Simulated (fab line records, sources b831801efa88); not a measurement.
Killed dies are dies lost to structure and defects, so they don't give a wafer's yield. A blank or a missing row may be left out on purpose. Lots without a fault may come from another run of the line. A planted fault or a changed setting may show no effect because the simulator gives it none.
A struck lot beside a sound one | flow sky130 | 32 steps out of a route of 708
Sound: wafers L512.1, L512.2, L512.5. Struck: wafers L520.1, L520.2, L520.3. The cause comes at the end.
At each step with rows: each side's tool, then ch and its chambers, then its first start. Under that, the readings that differ: sound wafers | struck wafers | difference of the means | sigmas: that difference in standard deviations of wafers without a fault.
alike: readings whose means differ by less than 2 such deviations, and words and numbers that are the same on both sides. not compared: withheld readings, readings that some wafer has no value for, bounds like >300 that may hide the same value, and numbers for which the record gives no deviation and whose values overlap.
The two part at a step that has a row with sigmas, a row that says differs or no value, or rows on one side only. Numbers that don't overlap but have no deviation are shown without sigmas and don't part them. A reading that every wafer of one side lacks parts them only if that side has two wafers or more.

SKY_FIELD_ISO_BOW_MEAS_00:
  sound on film_metro-04, day 1 10:00; struck on film_metro-03, day 3 02:00
  alike: INCOMING_BOW
SKY_FIELD_ISO_OXIDATION_01: stabilise 600 s, purge 300 s, target thk 12 nm.
  sound on furnace-01 ch 0, day 1 10:07; struck on furnace-02 ch 0, day 3 02:55
  reading                | sound                | struck               | difference | sigmas
  tube_center_temp_C (C) | 900.19 900.05 900.09 | 899.92 899.99 899.92 | -0.17      | -2
  alike: zone_power_centre_pct
SKY_FIELD_ISO_THK_MEAS_02:
  sound on film_metro-04, day 1 11:38; struck on film_metro-04, day 3 04:26
  alike: FIELD_ISO_OXIDATION_00_THK
then, 1 step without rows for these wafers: SKY_FIELD_ISO_CVD_03 (deposits Si3N4 from DCS/NH3, target thk 165 nm, time 2830 s).
SKY_FIELD_ISO_THK_MEAS_04:
  sound on film_metro-03, day 1 21:30; struck on film_metro-04, day 3 06:17
  alike: FIELD_ISO_CVD_03_THK
then, 8 steps without rows for these wafers: SKY_FIELD_ISO_DEHYDRATE_05 (time 60 s); SKY_FIELD_ISO_HMDS_06 (prime time 60 s); SKY_FIELD_ISO_COAT_07 (resist thk 60 nm); SKY_FIELD_ISO_COAT_08 (resist thk 450 nm); SKY_FIELD_ISO_SOFTBAKE_09 (time 90 s); SKY_FIELD_ISO_EXPOSE_10 (exposes mask FOM, target cd 150 nm); SKY_FIELD_ISO_PEB_11; SKY_FIELD_ISO_DEVELOP_12 (develop time 60 s).
SKY_FIELD_ISO_CD_MEAS_13: target cd 150 nm.
  sound on cd_sem-01, day 2 12:10; struck on cd_sem-02, day 3 21:37
  alike: cd_nm
SKY_FIELD_ISO_ETCH_14: etches BARC in N2/H2, stops on SiO2, time 45.9 s, target depth 60 nm.
  sound on rie_diel-02 ch 1,3, day 2 12:17; struck on rie_diel-03 ch 0,2,3, day 3 21:44
  reading                     | sound       | struck      | difference | sigmas
  drypump_motor_current_A (A) | 6.3 6.0 6.3 | 5.7 5.1 5.1 | -0.9       | -2
  alike: oes_product_au, throttle_valve_pct
  not compared: rf_hours_counter_h
SKY_FIELD_ISO_ETCH_15: etches the open film in CHF3/O2, stops on Si, target depth 180 nm, time 72 s.
  sound on rie_diel-02 ch 1,3, day 2 12:20; struck on rie_diel-03 ch 0,2,3, day 3 21:47
  reading                     | sound       | struck      | difference | sigmas
  drypump_motor_current_A (A) | 6.3 6.0 6.3 | 5.7 5.1 5.1 | -0.9       | -2
  alike: oes_product_au, throttle_valve_pct
  not compared: rf_hours_counter_h
SKY_FIELD_ISO_STRIP_16: strips in O2/N2.
  sound on plasma_asher-04 ch 0,1, day 2 12:23; struck on plasma_asher-01 ch 0,1, day 3 21:50
  reading                      | sound          | struck         | difference | sigmas
  strip_time_to_endpoint_s (s) | 3.60 3.53 3.59 | 3.52 3.54 3.46 | -0.07      | -2
  alike: drypump_motor_current_A, oes_product_au
  not compared: rf_hours_counter_h
SKY_FIELD_ISO_ETCH_17: etches Si in HBr/Cl2/O2, target depth 342 nm, time 97.7 s.
  sound on rie_si-02 ch 1,3, day 2 12:29; struck on rie_si-01 ch 0,1,3, day 3 21:56
  alike: drypump_motor_current_A, oes_product_au, throttle_valve_pct
  not compared: rf_hours_counter_h
then, 5 steps without rows for these wafers: SKY_FIELD_ISO_WET_ETCH_18 (etches Si3N4 in H3PO4, target depth 25 nm, time 286 s); SKY_FIELD_ISO_CLEAN_19 (cleans in SC1/SC2, time 150 s); SKY_FIELD_ISO_CLEAN_20 (cleans in dHF, time 20 s); SKY_FIELD_ISO_WET_ETCH_21 (etches SiO2 in dHF, target depth 20 nm, time 400 s); SKY_FIELD_ISO_OXIDATION_22 (stabilise 600 s, purge 300 s, target thk 10 nm).
SKY_FIELD_ISO_THK_MEAS_23:
  sound on film_metro-03, day 2 14:15; struck on film_metro-01, day 4 00:49
  alike: FIELD_ISO_OXIDATION_01_THK
then, 1 step without rows for these wafers: SKY_FIELD_ISO_CVD_24 (deposits SiO2, target thk 595 nm, time 99.2 s).
SKY_FIELD_ISO_THK_MEAS_25:
  sound on film_metro-04, day 2 14:27; struck on film_metro-01, day 4 00:56
  alike: FIELD_ISO_CVD_24_THK
then, 1 step without rows for these wafers: SKY_FIELD_ISO_ANNEAL_26 (time 1800 s).
SKY_FIELD_ISO_CMP_27: polishes, stops on Si3N4, t overpolish 16 s, target thk 457.8 nm.
  sound on cmp-02 ch 0,1,3, day 2 18:07; struck on cmp-02 ch 1,2,3, day 4 06:28
  alike: motor_current_A, overpolish_run_s, time_to_endpoint_s
then, 3 steps without rows for these wafers: SKY_FIELD_ISO_WET_ETCH_28 (etches SiO2 in dHF, target depth 23.7 nm, time 47 s); SKY_FIELD_ISO_WET_ETCH_29 (etches Si3N4 in H3PO4, target depth 160 nm, time 1825 s); SKY_FIELD_ISO_WET_ETCH_30 (etches SiO2 in dHF, target depth 25 nm, time 50 s).
-- the record jumps here: 44 days lie between the struck wafers' starts before and after (it left off in module FIELD_ISO and takes up again in module PAD_OPEN, whose first step shown is number 708 of the route) --
SKY_PAD_OPEN_PROBE_99:
  sound on prober-02, day 46 08:40; struck on prober-01, day 48 04:40
  reading             | sound    | struck      | difference | sigmas
  killed_at_front_end | 10 17 16 | 152 149 142 | +133       | +30
  killed_dies         | 62 69 86 | 216 215 210 | +141       | +15
  killed_on_rim       | 9 12 16  | 38 33 43    | +26        | +7
  alike: killed_at_M0_to_M3, killed_at_M4_up, killed_at_contacts, killed_at_other, killed_open, killed_short

WHERE THEY PART
First at SKY_FIELD_ISO_OXIDATION_01; last, within this record, at SKY_PAD_OPEN_PROBE_99.

WHY: what the simulator had put in
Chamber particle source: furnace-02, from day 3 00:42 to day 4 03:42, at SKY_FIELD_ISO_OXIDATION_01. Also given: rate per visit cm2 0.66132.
